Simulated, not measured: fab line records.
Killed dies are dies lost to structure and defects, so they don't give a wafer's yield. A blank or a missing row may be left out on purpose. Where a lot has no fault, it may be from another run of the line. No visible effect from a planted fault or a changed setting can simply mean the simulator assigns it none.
Which tool was responsible? | flow sky130 | 14 lots with 42 wafers sampled at 2 steps, on a route of 708 steps

== WHAT THE GAUGES READ, wafer by wafer ==
SKY_VIA2_THK_MEAS_23: measures by xrf.
lot  | measured     | on            | VIA2_W_THK (nm)
L930 | day 36 07:29 | film_metro-03 | 388 396 394
L931 | day 36 09:54 | film_metro-01 | 384 386 378
L932 | day 37 10:00 | film_metro-01 | 383 385 383
L935 | day 37 22:54 | film_metro-01 | 388 381 386
L936 | day 38 06:58 | film_metro-03 | 389 392 390
L937 | day 38 18:46 | film_metro-01 | 381 377 380
L941 | day 39 18:26 | film_metro-01 | 384 382 383
L940 | day 39 18:42 | film_metro-01 | 386 386 383
L942 | day 39 23:28 | film_metro-03 | 391 393 390
L943 | day 40 15:23 | film_metro-01 | 383 389 387
L950 | day 42 06:53 | film_metro-02 | 386 385 384
L951 | day 42 14:13 | film_metro-01 | 378 384 378
L952 | day 43 16:23 | film_metro-01 | 388 383 385
L953 | day 43 17:06 | film_metro-02 | 387 388 380

== WHICH TOOL RAN EACH LOT (tool, then ch and the chambers of the sampled wafers, then the start) ==
lot  | SKY_VIA2_ETCH_15
L930 | rie_diel-01 ch 1,2,3, day 36 06:28
L931 | rie_diel-03 ch 0,2,3, day 36 08:52
L932 | rie_diel-01 ch 2,3, day 37 08:58
L935 | rie_diel-01 ch 0,2,3, day 37 21:55
L936 | rie_diel-01 ch 0,3, day 38 05:58
L937 | rie_diel-04 ch 0,2,3, day 38 17:46
L941 | rie_diel-04 ch 1,2,3, day 39 17:19
L940 | rie_diel-03 ch 0,1,2, day 39 17:43
L942 | rie_diel-04 ch 0,1,3, day 39 22:28
L943 | rie_diel-04 ch 1,2, day 40 14:22
L950 | rie_diel-03 ch 0,2, day 42 05:55
L951 | rie_diel-04 ch 0,2,3, day 42 13:14
L952 | rie_diel-03 ch 0,2, day 43 15:25
L953 | rie_diel-04 ch 1,2,3, day 43 16:07
- SKY_VIA2_ETCH_15: etches SiO2 in C4F8/O2/Ar, stops on TiN, target depth 546 nm, time 84 s.

== WHAT THE TOOLS THEMSELVES READ (means of the sampled wafers that have a number; where no wafer has one, the mark that the record gives instead) ==
SKY_VIA2_ETCH_15.
lot  | tool        | bias_w (W) | chamber_pressure_mTorr (mTorr) | oes_product_au (a.u.)
L930 | rie_diel-01 | 1201       | 40.01                          | 0.941
L931 | rie_diel-03 | 1200       | 39.97                          | 0.942
L932 | rie_diel-01 | 1206       | 40.01                          | 0.943
L935 | rie_diel-01 | 1199       | 39.98                          | 0.940
L936 | rie_diel-01 | 1203       | 40.01                          | 0.941
L937 | rie_diel-04 | 1201       | 39.96                          | 0.937
L941 | rie_diel-04 | 1202       | 40.01                          | 0.941
L940 | rie_diel-03 | 1198       | 40.00                          | 0.942
L942 | rie_diel-04 | 1202       | 39.98                          | 0.937
L943 | rie_diel-04 | 1200       | 39.99                          | 0.941
L950 | rie_diel-03 | 1200       | 40.01                          | 0.935
L951 | rie_diel-04 | 1203       | 39.99                          | 0.943
L952 | rie_diel-03 | 1202       | 40.03                          | 0.939
L953 | rie_diel-04 | 1200       | 39.99                          | 0.940

== THE ANSWER, worked out from the rows above alone ==
Rule: what is usual is taken from the lots themselves. The widest of any qualifying gaps counts: lots, ordered by their means at a reading, are off when they make up no more than a third of the lots, leave a main group of 4 or more, and stand apart from it by 3 or more times the standard deviation of that group's means. A main group whose means are all the same, to the digits that the tables above print for the reading, isn't used. Also off: a lot with no number at a reading for which 4 or more lots have one. Any other lot the step has rows for is counted as sound. Order of review: gauges by route order, followed by the tools' own readings, for which a lot's mean as printed above is used. At the first step where some lot is off, the reading lying furthest off is the one used; lots without a number count as furthest.
Across all readings shown, no lot is off: no conclusion can be drawn from this.

== WHAT THE SIMULATOR HAD PUT IN ==
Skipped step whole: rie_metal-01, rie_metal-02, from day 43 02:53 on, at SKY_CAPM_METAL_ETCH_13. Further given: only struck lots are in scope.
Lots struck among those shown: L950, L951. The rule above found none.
